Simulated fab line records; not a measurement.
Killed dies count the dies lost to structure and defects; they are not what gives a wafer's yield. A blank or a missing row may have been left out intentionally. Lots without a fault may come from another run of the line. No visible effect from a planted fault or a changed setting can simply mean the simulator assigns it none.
Split-lot study    flow sky130    23 wafers read from 5 lots, route of 708 steps

== THE SPLIT ITSELF ==
At SKY_LDD_LDN_COAT_02 (resist thk 1140 nm), the setting spin_rpm was moved away from the recipe's 3000 rpm on 6 of the 23 wafers read, by -6.4% to +6.4%. The other wafers ran this setting at the recipe's value.

The reading comes from the split's own step.

== THE READING ==
NOVOLAK_of_LDD_LDN_COAT_02.thk_nm (the simulator's own value, which no gauge read), in nm, at SKY_LDD_LDN_COAT_02 (resist thk 1140 nm). The file gives no usual value for it. Across the 17 wafers here that went through the recipe, the average is 1138 nm and the standard deviation 2.4 nm.

wafer   tool, chamber at the split  spin_rpm as run, rpm  against the recipe  NOVOLAK_of_LDD_LDN_COAT_02.thk_nm, nm  against lot-mates on the recipe
L074.1  litho_track-02, 0           2809                  -6.4%               1171                                   +36
L074.2  litho_track-02, 0           2809                  -6.4%               1174                                   +40
L074.3  litho_track-02, 0           2809                  -6.4%               1172                                   +38
L074.4  litho_track-02, 0           3000                  recipe              1135                                   -
L074.6  litho_track-02, 0           3000                  recipe              1134                                   -
L078.1  litho_track-04, 0           3000                  recipe              1144                                   -
L078.2  litho_track-04, 0           3000                  recipe              1141                                   -
L078.6  litho_track-04, 0           3000                  recipe              1141                                   -
L078.4  litho_track-04, 0           3000                  recipe              1137                                   -
L078.5  litho_track-04, 0           3000                  recipe              1138                                   -
L081.2  litho_track-04, 0           3000                  recipe              1138                                   -
L081.3  litho_track-04, 0           3000                  recipe              1139                                   -
L081.6  litho_track-04, 0           3000                  recipe              1136                                   -
L083.1  litho_track-01, 0           3193                  +6.4%               1105                                   -32
L083.5  litho_track-01, 0           3193                  +6.4%               1105                                   -32
L083.2  litho_track-01, 0           3193                  +6.4%               1102                                   -36
L083.4  litho_track-01, 0           3000                  recipe              1139                                   -
L083.6  litho_track-01, 0           3000                  recipe              1136                                   -
L085.1  litho_track-02, 0           3000                  recipe              1140                                   -
L085.2  litho_track-02, 0           3000                  recipe              1138                                   -
L085.4  litho_track-02, 0           3000                  recipe              1138                                   -
L085.6  litho_track-02, 0           3000                  recipe              1138                                   -
L085.3  litho_track-02, 0           3000                  recipe              1136                                   -

FIT RESULTS
A straight line over all 23 wafers: NOVOLAK_of_LDD_LDN_COAT_02.thk_nm changes by -5.34 nm for each +1% of spin_rpm; r = -0.99; the points scatter about the line by 2.3 nm.
The same after taking each lot's own level away (the mean of its wafers on the recipe; 23 wafers): -5.57 nm for each +1%; r = -0.99; scatter 2 nm.
Per that fit: largest spin_rpm move, reading shift of 36 nm.
From 1134.5 to 1140.2 nm: that is the span of the lots' own levels, equal to 2.4 times the standard deviation above.
Consequently the slope shifts little with the lot-to-lot level, the two slopes agreeing.
Check: -36 nm against its lot-mates is what the line predicts for one of the wafers moved furthest among these (+6.4%) when that wafer is left out of the fit. It came out at -32.5 nm against them.

== FURTHER SPLITS ON THESE WAFERS ==
Other splits were also applied to these wafers ahead of the reading. Each is held against what the fit with the lots' levels taken away leaves over:
other split on the same wafers       wafers away from the commonest value  r with NOVOLAK_of_LDD_LDN_COAT_02.thk_nm (lot level and that fit taken away)
SKY_SONOS_ONO_CVD_02 time_s          15                                    -0.25
SKY_SONOS_ONO_EXPOSE_10 dose_mj      9                                     +0.32
SKY_SONOS_ONO_ETCH_15 time_s         10                                    +0.28
SKY_POLY_GATE_CVD_03 pressure_mtorr  18                                    +0.04
SKY_POLY_GATE_OXIDATION_20 temp_c    15                                    -0.03
SKY_LDD_P_COAT_02 resist_thk_nm      11                                    +0.25
SKY_LDD_P_IMPLANT_09 dose_cm2        4                                     -0.22
SKY_LDD_HVN_COAT_02 spin_rpm         9                                     +0.13

== THE WHOLE CHAIN: every reading that the file lists as answering this split, in the file's order ==
step                  what it does        reading                                                                             change (the file's fit)               r (the file's)
SKY_LDD_LDN_COAT_02   resist thk 1140 nm  NOVOLAK_of_LDD_LDN_COAT_02.thk_nm (the simulator's own value, which no gauge read)  -5.56 nm for each +1% of the setting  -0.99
SKY_LDD_LDN_STRIP_12  strips in O2/N2     strip_time_to_endpoint_s                                                            withheld for each +1% of the setting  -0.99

== THE FILE'S OWN FIT ==
NOVOLAK_of_LDD_LDN_COAT_02.thk_nm changes by -5.56 nm for each +1% of spin_rpm, r = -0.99.
